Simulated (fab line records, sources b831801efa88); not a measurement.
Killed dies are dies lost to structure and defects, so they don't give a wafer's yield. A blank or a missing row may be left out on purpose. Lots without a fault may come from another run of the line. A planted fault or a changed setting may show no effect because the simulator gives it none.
A struck lot beside a sound one | flow sfq_line | 42 steps out of a route of 325
Sound: wafers L192.1, L192.4, L192.6. Struck: wafer L181.5. (L181.2, L181.6 of the same lot were not struck and are left out.) The cause comes at the end.
At each step with rows: each side's tool, then ch and its chambers, then its first start. Under that, the readings that differ: sound wafers | struck wafers | difference of the means | sigmas: that difference in standard deviations of wafers without a fault.
alike: readings whose means differ by less than 2 such deviations, and words and numbers that are the same on both sides. not compared: withheld readings, readings that some wafer has no value for, bounds like >300 that may hide the same value, and numbers for which the record gives no deviation and whose values overlap.
The two part at a step that has a row with sigmas, a row that says differs or no value, or rows on one side only. Numbers that don't overlap but have no deviation are shown without sigmas and don't part them. A reading that every wafer of one side lacks parts them only if that side has two wafers or more.

first, 6 steps without rows for these wafers: SFQ_TRILAYER_L0_VIA_LITHO_COAT_018 (resist thk 62 nm); SFQ_TRILAYER_L0_VIA_LITHO_COAT_013 (resist thk 650 nm); SFQ_TRILAYER_L0_VIA_LITHO_SOFTBAKE_017; SFQ_TRILAYER_L0_VIA_LITHO_EXPOSE_014 (exposes mask L0V, target cd 700 nm); SFQ_TRILAYER_L0_VIA_LITHO_PEB_016 (peb time 60 s); SFQ_TRILAYER_L0_VIA_LITHO_DEVELOP_015 (time 60 s).
SFQ_L0V_OVL_MEAS_903:
  sound on overlay-02, day 14 04:19; struck on overlay-01, day 11 00:19
  alike: L0V_OVL
then, 1 step without rows for these wafers: SFQ_TRILAYER_L0_VIA_BARC_OPEN_VIA_ETCH_021 (etches BARC in O2, target depth 125 nm, time 41.7 s).
SFQ_TRILAYER_L0_VIA_ETCH_VIA_ETCH_016: etches SiO2 in CHF3, stops on MoNx KI, target depth 80 nm.
  sound on rie_diel-04 ch 0,1, day 14 04:23; struck on rie_diel-03 ch 3, day 11 00:23
  alike: drypump_motor_current_A, oes_product_au
then, 3 steps without rows for these wafers: SFQ_TRILAYER_L0_VIA_STRIP_STRIP_017 (strips in O2); SFQ_TRILAYER_L0_VIA_STRIP_SOLV_CLEAN_018 (cleans in NMP, time 600 s); SFQ_TRILAYER_M0_DEP_PRE_CLEAN_020 (time 15 s).
SFQ_TRILAYER_M0_DEP_SPUTTER_019: material Nb, target thk 200 nm, time 133.3 s.
  sound on pvd_sputter-03, day 14 05:50; struck on pvd_sputter-04, day 11 01:13
  reading                                             | sound             | struck | difference | sigmas
  model.Nb_of_TRILAYER_M0_DEP_SPUTTER_019.thk_nm (nm) | 200.8 200.8 200.4 | 183.6  | -17.1      |
  alike: chamber_pressure_pa, throttle_valve_pct
SFQ_M0_RS_MEAS_904: measures by four-point-probe.
  sound on film_metro-03, day 14 05:56; struck on film_metro-02, day 11 01:20
  reading           | sound             | struck | difference | sigmas
  M0_NB_RS (ohm/sq) | 0.886 0.885 0.888 | 0.973  | +0.087     | +9
then, 6 steps without rows for these wafers: SFQ_TRILAYER_M0_LITHO_COAT_026 (resist thk 62 nm); SFQ_TRILAYER_M0_LITHO_COAT_021 (resist thk 600 nm); SFQ_TRILAYER_M0_LITHO_SOFTBAKE_025; SFQ_TRILAYER_M0_LITHO_EXPOSE_022 (exposes mask M0, target cd 500 nm); SFQ_TRILAYER_M0_LITHO_PEB_024 (peb time 60 s); SFQ_TRILAYER_M0_LITHO_DEVELOP_023 (time 60 s).
-- the record jumps here: 5 days lie between the struck wafers' starts before and after --
SFQ_M0_OVL_MEAS_906:
  sound on overlay-02, day 19 22:45; struck on overlay-01, day 15 16:27
  alike: M0_OVL
SFQ_TRILAYER_M0_BARC_OPEN_METAL_ETCH_031: etches BARC in O2, target depth 125 nm, time 41.7 s.
  sound on rie_metal-01 ch 0,1, day 19 22:47; struck on rie_metal-01 ch 1, day 15 16:29
  alike: drypump_motor_current_A, he_backside_leak_sccm, oes_product_au
  not compared: rf_hours_counter_h
SFQ_TRILAYER_M0_ETCH_METAL_ETCH_024: etches Nb in Cl2/Ar, stops on SiO2, target depth 240 nm, time 120 s.
  sound on rie_metal-01 ch 0,1, day 19 22:50; struck on rie_metal-01 ch 1, day 15 16:32
  reading               | sound             | struck | difference | sigmas
  oes_product_au (a.u.) | 0.896 0.901 0.898 | 0.853  | -0.045     | -7
  alike: drypump_motor_current_A, he_backside_leak_sccm
  not compared: rf_hours_counter_h
SFQ_TRILAYER_M0_STRIP_STRIP_025: strips in O2.
  sound on rie_metal-01 ch 0,1, day 19 22:58; struck on rie_metal-01 ch 1, day 15 16:40
  alike: drypump_motor_current_A, he_backside_leak_sccm, oes_product_au
  not compared: rf_hours_counter_h
then, 3 steps without rows for these wafers: SFQ_TRILAYER_M0_STRIP_SOLV_CLEAN_026 (cleans in NMP, time 600 s); SFQ_TRILAYER_I0_DEP_PECVD_027 (deposits SiO2 from SiH4/N2O, time 111.11 s, target thk 500 nm); SFQ_TRILAYER_I0_CMP_CMP_028 (polishes SiO2).
SFQ_I0_BOW_MEAS_907:
  sound on film_metro-03, day 20 02:49; struck on film_metro-03, day 15 20:32
  alike: I0_BOW
SFQ_TRILAYER_I0_METRO_MEASURE_029:
  sound on film_metro-03, day 20 02:56; struck on film_metro-03, day 15 20:50
  alike: thk_nm
then, 6 steps without rows for these wafers: SFQ_TRILAYER_I0_VIA_LITHO_COAT_036 (resist thk 62 nm); SFQ_TRILAYER_I0_VIA_LITHO_COAT_031 (resist thk 650 nm); SFQ_TRILAYER_I0_VIA_LITHO_SOFTBAKE_035; SFQ_TRILAYER_I0_VIA_LITHO_EXPOSE_032 (exposes mask I0, target cd 500 nm); SFQ_TRILAYER_I0_VIA_LITHO_PEB_034 (peb time 60 s); SFQ_TRILAYER_I0_VIA_LITHO_DEVELOP_033 (time 60 s).
-- the record jumps here: 6 days lie between the struck wafers' starts before and after --
SFQ_I0_OVL_MEAS_908:
  sound on overlay-02, day 26 14:54; struck on overlay-02, day 22 01:31
  alike: I0_OVL
then, 2 steps without rows for these wafers: SFQ_TRILAYER_I0_VIA_BARC_OPEN_VIA_ETCH_046 (etches BARC in O2, target depth 125 nm, time 41.7 s); SFQ_TRILAYER_I0_VIA_ETCH_VIA_ETCH_034 (etches SiO2 in CHF3, stops on Nb, target depth 260 nm).
SFQ_TRILAYER_I0_VIA_STRIP_STRIP_035: strips in O2.
  sound on rie_metal-01 ch 0,1, day 26 15:05; struck on rie_metal-01 ch 1, day 22 01:42
  alike: drypump_motor_current_A, he_backside_leak_sccm, oes_product_au
  not compared: rf_hours_counter_h
then, 2 steps without rows for these wafers: SFQ_TRILAYER_I0_VIA_STRIP_SOLV_CLEAN_036 (cleans in NMP, time 600 s); SFQ_TRILAYER_M1_DEP_PRE_CLEAN_038 (time 22.5 s).
-- the record jumps here: 63 days lie between the struck wafers' starts before and after --
SFQ_M8_BOW_MEAS_951:
  sound on film_metro-03, day 87 05:02; struck on film_metro-02, day 85 12:16
  reading                 | sound               | struck | difference | sigmas
  M8_BOW (um)             | 13 16 14            | -5     | -19        | -2
  model.etest.m0.ohm_um   | 1.763 1.77 1.773    | 1.946  | +0.177     |
  model.etest.m0.ohm_sq   | 0.887 0.8868 0.8887 | 0.9701 | +0.0826    |
  model.etest.i0.link_ohm | 1.951 1.957 1.945   | 2.049  | +0.098     |

WHERE THEY PART
First at SFQ_M0_RS_MEAS_904; last, within this record, at SFQ_M8_BOW_MEAS_951.

WHY: what the simulator had put in
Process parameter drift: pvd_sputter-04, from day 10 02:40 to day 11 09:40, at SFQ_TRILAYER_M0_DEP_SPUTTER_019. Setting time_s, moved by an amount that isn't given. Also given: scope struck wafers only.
